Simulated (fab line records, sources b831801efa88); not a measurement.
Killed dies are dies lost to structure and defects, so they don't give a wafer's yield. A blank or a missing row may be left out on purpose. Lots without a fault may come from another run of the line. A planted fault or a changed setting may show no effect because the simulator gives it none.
A struck lot beside a sound one | flow sky130 | 17 steps out of a route of 708
Sound: wafers L497.1, L497.3, L497.4. Struck: wafers L504.1, L504.2, L504.6. The cause comes at the end.
At each step with rows: each side's tool, then ch and its chambers, then its first start. Under that, the readings that differ: sound wafers | struck wafers | difference of the means | sigmas: that difference in standard deviations of wafers without a fault.
alike: readings whose means differ by less than 2 such deviations, and words and numbers that are the same on both sides. not compared: withheld readings, readings that some wafer has no value for, bounds like >300 that may hide the same value, and numbers for which the record gives no deviation and whose values overlap.
The two part at a step that has a row with sigmas, a row that says differs or no value, or rows on one side only. Numbers that don't overlap but have no deviation are shown without sigmas and don't part them. A reading that every wafer of one side lacks parts them only if that side has two wafers or more.

first, 2 steps without rows for these wafers: SKY_NWELL_IMPLANT_12; SKY_NWELL_IMPLANT_13.
SKY_NWELL_STRIP_14: strips in O2/N2.
  sound on plasma_asher-01 ch 0,1, day 4 21:26; struck on plasma_asher-03 ch 0,1, day 6 11:22
  alike: drypump_motor_current_A, oes_product_au, strip_time_to_endpoint_s
  not compared: rf_hours_counter_h
SKY_NWELL_TW_MEAS_15:
  sound on film_metro-02, day 4 21:32; struck on film_metro-01, day 6 11:28
  alike: NWELL_TW
then, 7 steps without rows for these wafers: SKY_NWELL_DEHYDRATE_16 (time 60 s); SKY_NWELL_HMDS_17 (prime time 60 s); SKY_NWELL_COAT_18 (resist thk 3000 nm); SKY_NWELL_SOFTBAKE_19; SKY_NWELL_EXPOSE_20 (exposes mask NWM COMPLEMENT, target cd 840 nm); SKY_NWELL_PEB_21; SKY_NWELL_DEVELOP_22 (develop time 60 s).
SKY_NWELL_OVL_MEAS_23:
  sound on overlay-02, day 5 14:20; struck on overlay-01, day 7 04:49
  alike: NWELL_01_OVL
SKY_NWELL_IMPLANT_24:
  sound on implanter-03 ch 0, day 5 14:23; struck on implanter-02 ch 0, day 7 04:52
  reading            | sound            | struck         | difference | sigmas
  beam_on_s (s)      | 9.90 10.05 10.12 | 8.48 8.59 8.54 | -1.49      | -7
  faraday_current_uA | 52.3 51.8 50.9   | 61.5 60.5 60.8 | +9.3       | +8
SKY_NWELL_STRIP_25: strips in O2/N2.
  sound on plasma_asher-03 ch 0,1, day 5 14:32; struck on plasma_asher-02 ch 0,1, day 7 05:01
  alike: drypump_motor_current_A, oes_product_au, strip_time_to_endpoint_s
  not compared: rf_hours_counter_h
SKY_NWELL_TW_MEAS_26:
  sound on film_metro-02, day 5 14:38; struck on film_metro-03, day 7 05:07
  reading    | sound       | struck      | difference | sigmas
  NWELL_2_TW | 502 502 500 | 477 477 478 | -24        | -7
then, 1 step without rows for these wafers: SKY_NWELL_CLEAN_27 (cleans in SC1/SC2, time 150 s).
-- the record jumps here: 41 days lie between the struck wafers' starts before and after (it left off in module NWELL and takes up again in module PAD_OPEN, whose first step shown is number 708 of the route) --
SKY_PAD_OPEN_PROBE_99:
  sound on prober-01, day 46 07:58; struck on prober-01, day 47 20:22
  reading                                    | sound                        | struck                       | difference | sigmas
  killed_open                                | 50 49 60                     | 44 37 35                     | -14        | -2
  model.etest.pfet_16v.r_on_ohm_um           | 1.529e+04 1.463e+04 1.56e+04 | 1.674e+04 1.621e+04 1.67e+04 | +1.377e+03 |
  model.etest.res_pwell_under_gate.rs_ohm_sq | 2252 2270 2270               | 2538 2538 2532               | +272       |
  model.etest.res_iso_pwell.line_ohm_um      | 1164 1057 1229               | 1352 1240 1388               | +177       |
  model.etest.tip_n_5v.rs_ohm_sq             | 1391 1382 1385               | 1368 1364 1377               | -16        |
  model.etest.pfet_16v.drive_ua_um           | 242.2 248.4 242.4            | 224.1 228.3 220.9            | -19.9      |
  model.etest.res_nwell.width_nm (nm)        | 846.2 841.8 850.1            | 861.4 858.9 861.8            | +14.7      |
  model.etest.field_n.vt_v (V)               | 36.29 34.73 36.76            | 33.42 32.35 33.58            | -2.81      |
  alike: killed_at_M0_to_M3, killed_at_M4_up, killed_at_contacts, killed_at_front_end, killed_at_other, killed_dies, killed_short
  not compared: model.etest.res_iso_pwell.rs_ohm_sq

WHERE THEY PART
First at SKY_NWELL_IMPLANT_24; last, within this record, at SKY_PAD_OPEN_PROBE_99.

WHY: what the simulator had put in
Process parameter drift: implanter-02, from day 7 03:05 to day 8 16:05, at SKY_NWELL_IMPLANT_24. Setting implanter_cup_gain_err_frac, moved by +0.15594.
